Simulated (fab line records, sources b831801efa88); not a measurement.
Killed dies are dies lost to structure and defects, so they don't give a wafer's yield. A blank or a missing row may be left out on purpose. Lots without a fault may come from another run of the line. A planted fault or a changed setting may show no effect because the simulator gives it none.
Chamber matching | flow sky130 | SKY_VIA4_CMP_21 on cmp-01: 4 sister chambers
The step polishes, stops on SiO2, t overpolish 25 s, target thk 0 nm. 14 wafers are shown with their chamber, then 7 later ones without.

WAFERS WITH THEIR CHAMBER
wafer  | chamber | motor_current_A (A) | time_to_endpoint_s (s) | head_pressure_psi (psi)
L180.3 | 0       | 9.8                 | 119                    | 3.505
L180.4 | 2       | 10.8                | 125                    | 3.496
L180.5 | 2       | 10.0                | 121                    | 3.501
L182.1 | 3       | 12.3                | 133                    | 3.495
L182.4 | 2       | 10.5                | 130                    | 3.506
L182.6 | 2       | 10.2                | 129                    | 3.503
L184.2 | 2       | 10.7                | 126                    | 3.506
L184.4 | 1       | 9.0                 | 120                    | 3.499
L184.5 | 1       | 9.4                 | 121                    | 3.496
L186.1 | 3       | 12.4                | 124                    | 3.497
L186.2 | 0       | 10.4                | 115                    | 3.513
L186.6 | 1       | 9.6                 | 123                    | 3.505
L188.1 | 1       | 9.4                 | 124                    | 3.503
L188.3 | 2       | 10.4                | 131                    | 3.498

SIGNATURES (means of the wafers above)
reading            | chamber 0 | chamber 1 | chamber 2 | chamber 3 | scatter within a chamber
motor_current_A    | 10.100    | 9.350     | 10.433    | 12.350    | 0.288
time_to_endpoint_s | 117.00    | 122.00    | 127.00    | 128.50    | 3.58
head_pressure_psi  | 3.50900   | 3.50075   | 3.50167   | 3.49600   | 0.0041
Rule: a wafer's distance from a chamber is the root of the sum, over the readings, of the square of ((its reading less the chamber's mean) divided by the reading's scatter). The wafer belongs to the nearest chamber; if the next one is less than 2 further off, it can't be placed. The scatter: the root of (the sum of the squares of (reading less its chamber's mean) over the shown wafers, divided by (wafers less chambers)).

WAFERS WITHOUT THEIR CHAMBER
wafer  | motor_current_A (A) | time_to_endpoint_s (s) | head_pressure_psi (psi)
L188.5 | 12.0                | 129                    | 3.492
L199.1 | 12.7                | 127                    | 3.499
L199.2 | 10.4                | 125                    | 3.501
L199.4 | 9.3                 | 122                    | 3.494
L201.2 | 12.8                | 126                    | 3.497
L201.4 | 10.8                | 121                    | 3.497
L201.6 | 12.1                | 124                    | 3.495

WHICH CHAMBER EACH WENT THROUGH
wafer  | from the rows above     | in truth
L188.5 | 3                       | 3
L199.1 | 3                       | 3
L199.2 | 2                       | 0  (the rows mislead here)
L199.4 | 1                       | 1
L201.2 | 3                       | 3
L201.4 | can't be placed: 2 or 0 | 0
L201.6 | 3                       | 3
Placed correctly: 5 of 7. Can't be placed from these rows: 1 (the true chamber is among the candidates in 1). Placed wrongly: 1.
